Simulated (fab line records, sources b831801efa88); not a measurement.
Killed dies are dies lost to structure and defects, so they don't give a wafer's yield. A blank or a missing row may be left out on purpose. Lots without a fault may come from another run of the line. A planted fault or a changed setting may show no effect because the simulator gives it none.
Which tool did it? | flow sky130 | 14 lots, 42 wafers sampled, at 4 steps of a route of 708

WHAT THE GAUGES READ, wafer by wafer
SKY_SONOS_ONO_THK_MEAS_01. Usual: SONOS_ONO_OXIDATION_THK 2.61 nm, standard deviation 0.05.
lot  | measured     | on            | SONOS_ONO_OXIDATION_THK (nm) | flag
L963 | day 12 03:59 | film_metro-02 | 2.67 2.56 2.62               |
L964 | day 12 12:07 | film_metro-02 | 2.59 2.60 2.53               |
L965 | day 12 17:19 | film_metro-01 | 2.71 2.64 2.66               |
L966 | day 13 13:04 | film_metro-03 | 2.54 2.62 2.70               |
L967 | day 13 13:04 | film_metro-01 | 2.57 2.60 2.57               |
L971 | day 14 21:29 | film_metro-02 | 2.56 2.53 2.61               |
L974 | day 15 18:40 | film_metro-02 | 2.59 2.61 2.66               |
L975 | day 16 01:11 | film_metro-01 | 2.61 2.61 2.64               |
L978 | day 17 00:01 | film_metro-01 | 2.68 2.71 2.61               |
L979 | day 17 16:06 | film_metro-03 | 2.53 2.60 2.57               |
L980 | day 17 21:48 | film_metro-03 | 2.62 2.59 2.55               |
L981 | day 18 00:37 | film_metro-01 | 2.67 2.67 2.63               |
L983 | day 18 15:13 | film_metro-03 | 2.63 2.57 2.60               |
L984 | day 19 05:01 | film_metro-03 | 2.66 2.71 2.67               |

SKY_SONOS_ONO_THK_MEAS_03. Usual: SONOS_ONO_CVD_02_THK 10.49 nm, standard deviation 0.15.
lot  | measured     | on            | SONOS_ONO_CVD_02_THK (nm) | flag
L963 | day 12 08:41 | film_metro-02 | 10.68 10.86 10.75         |
L964 | day 12 14:08 | film_metro-02 | 10.52 10.52 10.39         |
L965 | day 12 18:25 | film_metro-03 | 10.45 10.63 10.39         |
L966 | day 13 14:10 | film_metro-03 | 10.60 10.51 10.57         |
L967 | day 13 14:11 | film_metro-02 | 10.45 10.58 10.39         |
L971 | day 15 00:23 | film_metro-03 | 10.53 10.58 10.63         |
L974 | day 15 21:44 | film_metro-02 | 10.33 10.25 10.18         |
L975 | day 16 02:17 | film_metro-01 | 10.56 10.41 10.51         |
L978 | day 17 01:44 | film_metro-02 | 10.58 10.53 10.50         |
L979 | day 17 18:35 | film_metro-03 | 10.34 10.29 10.21         |
L980 | day 17 23:17 | film_metro-03 | 10.42 10.52 10.46         |
L981 | day 18 03:19 | film_metro-03 | 10.59 10.56 10.46         |
L983 | day 18 18:58 | film_metro-01 | 10.65 10.64 10.63         |
L984 | day 19 06:07 | film_metro-02 | 10.46 10.47 10.35         |

SKY_LDD_N_TW_MEAS_17. Usual: LDD_N_TW 2592, standard deviation 33.
lot  | measured     | on            | LDD_N_TW       | flag
L963 | day 18 14:52 | film_metro-02 | 2552 2555 2545 |
L964 | day 18 21:06 | film_metro-03 | 2620 2611 2616 |
L965 | day 19 01:03 | film_metro-03 | 2600 2606 2610 |
L966 | day 20 04:35 | film_metro-02 | 2545 2540 2534 |
L967 | day 20 01:22 | film_metro-03 | 2588 2594 2584 |
L971 | day 21 20:47 | film_metro-01 | 2621 2622 2617 |
L974 | day 22 23:38 | film_metro-01 | 2631 2653 2636 |
L975 | day 23 01:02 | film_metro-01 | 2615 2612 2613 |
L978 | day 23 23:04 | film_metro-01 | 2615 2629 2621 |
L979 | day 24 15:52 | film_metro-01 | 2634 2630 2632 |
L980 | day 24 21:01 | film_metro-02 | 2554 2557 2554 |
L981 | day 25 02:13 | film_metro-01 | 2624 2627 2607 |
L983 | day 25 13:20 | film_metro-01 | 2620 2615 2616 |
L984 | day 26 04:23 | film_metro-02 | 2560 2559 2560 |

WHICH TOOL RAN EACH LOT (tool, then ch and the chambers of the sampled wafers, then the start)
lot  | SKY_LDD_N_IMPLANT_11
L963 | implanter-02 ch 0, day 18 14:02
L964 | implanter-03 ch 0, day 18 20:15
L965 | implanter-04 ch 0, day 19 00:12
L966 | implanter-04 ch 0, day 20 03:44
L967 | implanter-02 ch 0, day 20 00:32
L971 | implanter-03 ch 0, day 21 19:56
L974 | implanter-03 ch 0, day 22 22:47
L975 | implanter-04 ch 0, day 22 21:15
L978 | implanter-03 ch 0, day 23 22:14
L979 | implanter-02 ch 0, day 24 15:02
L980 | implanter-02 ch 0, day 24 20:13
L981 | implanter-02 ch 0, day 25 01:23
L983 | implanter-02 ch 0, day 25 12:29
L984 | implanter-02 ch 0, day 26 03:32
- SKY_LDD_N_IMPLANT_11

WHAT THE TOOLS THEMSELVES READ (means of the sampled wafers that have a number; where no wafer has one, the mark that the record gives instead)
SKY_LDD_N_IMPLANT_11. Usual: beam_energy_keV 20.001, standard deviation 0.0057.
lot  | tool         | beam_energy_keV | flag
L963 | implanter-02 | 20.006          |
L964 | implanter-03 | 19.999          |
L965 | implanter-04 | 20.005          |
L966 | implanter-04 | 20.004          |
L967 | implanter-02 | 19.998          |
L971 | implanter-03 | 20.003          |
L974 | implanter-03 | 21.726          | OFF
L975 | implanter-04 | 20.001          |
L978 | implanter-03 | 21.730          | OFF
L979 | implanter-02 | 19.998          |
L980 | implanter-02 | 19.991          |
L981 | implanter-02 | 20.010          |
L983 | implanter-02 | 20.006          |
L984 | implanter-02 | 19.998          |

THE ANSWER, worked out from the rows above alone
Rule: a lot is off if the mean of its wafers that have a number lies more than 3 standard deviations from the usual mean. A lot without any number at a reading at which 4 lots or more have one is off too. The other lots that the step has rows for count as sound. The gauges are gone through in route order, then the tools' own readings, and for those a lot's mean is taken as printed above. The first step at which some lot is off is used, and at that step the reading that is off furthest; a lot without a number counts as furthest.
Off: L974, L978, at SKY_LDD_N_IMPLANT_11 (beam_energy_keV).
A tool fits if, at that step or a process step before it, it ran every lot that is off, and no sound lot after the first of them. One fits: implanter-03 at SKY_LDD_N_IMPLANT_11. Its last sound lot is L971 (day 21 19:56), its first lot that is off L974 (day 22 22:47): a fault that began between those two fits.
The tool's own readings at SKY_LDD_N_IMPLANT_11 bear it out: on the lots that are off they differ by more than 5 times the standard deviation of the sound lots' means. beam_energy_keV reads 21.728 there against 20.002 on the sound lots.

WHAT THE SIMULATOR HAD PUT IN
Process parameter drift: implanter-03, from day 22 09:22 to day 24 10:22, at SKY_LDD_N_IMPLANT_11. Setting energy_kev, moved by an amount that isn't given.
Lots struck among those shown: L974, L978. The rule above found the same.
